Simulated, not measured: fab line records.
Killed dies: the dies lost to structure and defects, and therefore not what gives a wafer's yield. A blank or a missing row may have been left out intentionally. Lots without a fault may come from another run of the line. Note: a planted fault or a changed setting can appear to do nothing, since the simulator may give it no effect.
Comparing a struck lot with a sound one || flow sky130 || 31 out of 708 route steps
Sound: the wafers L958.4, L958.5, L958.6. Wafers L966.1, L966.2, L966.6 were the ones struck. Last of all comes the cause.
For every step that has rows: the tool of each side, followed by ch and its chambers, followed by its first start. Under that, the readings that differ: sound wafers || struck wafers || difference of the means || sigmas: that difference in standard deviations of wafers without a fault.
alike: same words and numbers on both sides, and readings whose means sit less than 2 such deviations apart. not compared: any withheld reading, any reading some wafer has no value for, any bound like >300 that may hide the same value, and any number with overlapping values for which the record gives no deviation.
The two part at a step that has a row with sigmas, a row that says differs or no value, or rows on one side only. Non-overlapping numbers with no deviation appear without sigmas and do not part them. A reading missing from all wafers of one side parts the sides only when that side holds two or more wafers.

SKY_FIELD_ISO_BOW_MEAS_00:
  struck on film_metro-01, day 3 07:00; sound on film_metro-01, day 1 15:04
  alike: INCOMING_BOW
SKY_FIELD_ISO_OXIDATION_01: stabilise 600 s, purge 300 s, target thk 12 nm.
  sound on furnace-01 ch 0, day 1 15:07; struck on furnace-01 ch 0, day 3 09:45
{"reading": "model.SiO2_of_FIELD_ISO_OXIDATION_01.thk_nm (nm)", "sound": "11.88 11.74 11.86", "struck": "10.11 10.04 10.16", "difference": -1.72, "sigmas": ""}
  alike: spike_tc_bottom_C, tube_center_temp_C, tube_center_temp_C_max, zone_power_bottom_pct, zone_power_top_pct
SKY_FIELD_ISO_THK_MEAS_02:
  struck on film_metro-04, day 3 11:16; sound on film_metro-02, day 1 16:40
{"reading": "FIELD_ISO_OXIDATION_00_THK (nm)", "sound": "11.86 11.75 11.89", "struck": "10.10 10.05 10.15", "difference": -1.73, "sigmas": -7}
then, 1 step without rows for these wafers: SKY_FIELD_ISO_CVD_03 (deposits Si3N4 from DCS/NH3, target thk 165 nm, time 2830 s).
SKY_FIELD_ISO_THK_MEAS_04:
  struck on film_metro-04, day 3 13:07; sound on film_metro-02, day 1 18:31
{"reading": "FIELD_ISO_CVD_03_THK (nm)", "sound": "165.9 164.8 164.6", "struck": "163.8 161.6 160.8", "difference": -3.0, "sigmas": -2}
then, 8 steps without rows for these wafers: SKY_FIELD_ISO_DEHYDRATE_05 (time 60 s); SKY_FIELD_ISO_HMDS_06 (prime time 60 s); SKY_FIELD_ISO_COAT_07 (resist thk 60 nm); SKY_FIELD_ISO_COAT_08 (resist thk 450 nm); SKY_FIELD_ISO_SOFTBAKE_09 (time 90 s); SKY_FIELD_ISO_EXPOSE_10 (exposes mask FOM, target cd 150 nm); SKY_FIELD_ISO_PEB_11; SKY_FIELD_ISO_DEVELOP_12 (develop time 60 s).
SKY_FIELD_ISO_CD_MEAS_13: the cd target is 150 nm.
  struck on cd_sem-01, day 4 05:29; sound on cd_sem-01, day 2 09:34
  alike: cd_nm
SKY_FIELD_ISO_ETCH_14: etches BARC in N2/H2, stops on SiO2, time 45.9 s, target depth 60 nm.
  sound on rie_diel-01 ch 1,2, day 2 09:38; struck on rie_diel-04 ch 0,2, day 4 05:37
  alike: chamber_pressure_mTorr, drypump_motor_current_A, oes_product_au, throttle_valve_pct
  not compared: rf_hours_counter_h
SKY_FIELD_ISO_ETCH_15: etches the open film in CHF3/O2, stops on Si, target depth 180 nm, time 72 s.
  sound on rie_diel-01 ch 1,2, day 2 09:40; struck on rie_diel-04 ch 0,2, day 4 05:40
{"reading": "oes_product_au (a.u.)", "sound": "0.950 0.950 0.943", "struck": "0.929 0.937 0.928", "difference": -0.016, "sigmas": -2}
  alike: chamber_pressure_mTorr, drypump_motor_current_A, throttle_valve_pct
  not compared: rf_hours_counter_h
SKY_FIELD_ISO_STRIP_16: strips in O2/N2.
  sound on plasma_asher-03 ch 0,1, day 2 09:46; struck on plasma_asher-01 ch 0,1, day 4 05:43
{"reading": "drypump_motor_current_A (A)", "sound": "5.5 5.4 5.5", "struck": "6.3 5.8 6.4", "difference": "+0.7", "sigmas": "+2"}
  alike: chamber_pressure_mTorr, oes_product_au, strip_time_to_endpoint_s
  not compared: rf_hours_counter_h
SKY_FIELD_ISO_ETCH_17: etches Si in HBr/Cl2/O2, target depth 342 nm, time 97.7 s.
  sound on rie_si-02 ch 0,1, day 2 09:49; struck on rie_si-01 ch 0,2,3, day 4 05:49
  alike: chamber_pressure_mTorr, drypump_motor_current_A, oes_product_au, throttle_valve_pct
  not compared: rf_hours_counter_h
then, 5 steps without rows for these wafers: SKY_FIELD_ISO_WET_ETCH_18 (etches Si3N4 in H3PO4, target depth 25 nm, time 286 s); SKY_FIELD_ISO_CLEAN_19 (cleans in SC1/SC2, time 150 s); SKY_FIELD_ISO_CLEAN_20 (cleans in dHF, time 20 s); SKY_FIELD_ISO_WET_ETCH_21 (etches SiO2 in dHF, target depth 20 nm, time 400 s); SKY_FIELD_ISO_OXIDATION_22 (stabilise 600 s, purge 300 s, target thk 10 nm).
SKY_FIELD_ISO_THK_MEAS_23:
  struck on film_metro-01, day 4 07:24; sound on film_metro-01, day 2 17:56
  alike: FIELD_ISO_OXIDATION_01_THK
then, 1 step without rows for these wafers: SKY_FIELD_ISO_CVD_24 (deposits SiO2, target thk 595 nm, time 99.2 s).
SKY_FIELD_ISO_THK_MEAS_25:
  struck on film_metro-04, day 4 07:32; sound on film_metro-04, day 2 18:08
  alike: FIELD_ISO_CVD_24_THK
then, 1 step without rows for these wafers: SKY_FIELD_ISO_ANNEAL_26 (time 1800 s).
SKY_FIELD_ISO_CMP_27: polishes, stops on Si3N4, t overpolish 16 s, target thk 457.8 nm.
  sound on cmp-01 ch 0,3, day 3 02:44; struck on cmp-01 ch 1,2,3, day 4 09:11
  alike: motor_current_A
then, 1 step without rows for these wafers: SKY_FIELD_ISO_WET_ETCH_28 (etches SiO2 in dHF, target depth 23.7 nm, time 47 s).
SKY_FIELD_ISO_WET_ETCH_29: etches Si3N4 in H3PO4, target depth 160 nm, time 1825 s.
  sound on wet_bench-02 ch 3, day 3 03:03; struck on wet_bench-03 ch 2, day 4 09:25
{"reading": "model.SiO2_of_FIELD_ISO_OXIDATION_01.thk_nm (nm)", "sound": "11.57 11.42 11.54", "struck": "9.769 9.701 9.817", "difference": -1.748, "sigmas": ""}
then, 1 step without rows for these wafers: SKY_FIELD_ISO_WET_ETCH_30 (etches SiO2 in dHF, target depth 25 nm, time 50 s).

## WHERE THEY PART
Earliest at SKY_FIELD_ISO_THK_MEAS_02; latest, in this record, at SKY_FIELD_ISO_STRIP_16. Later steps at which nothing parts them and some readings are alike: SKY_FIELD_ISO_ETCH_17, SKY_FIELD_ISO_THK_MEAS_23, SKY_FIELD_ISO_THK_MEAS_25, SKY_FIELD_ISO_CMP_27.

WHY: whatever the simulator had introduced
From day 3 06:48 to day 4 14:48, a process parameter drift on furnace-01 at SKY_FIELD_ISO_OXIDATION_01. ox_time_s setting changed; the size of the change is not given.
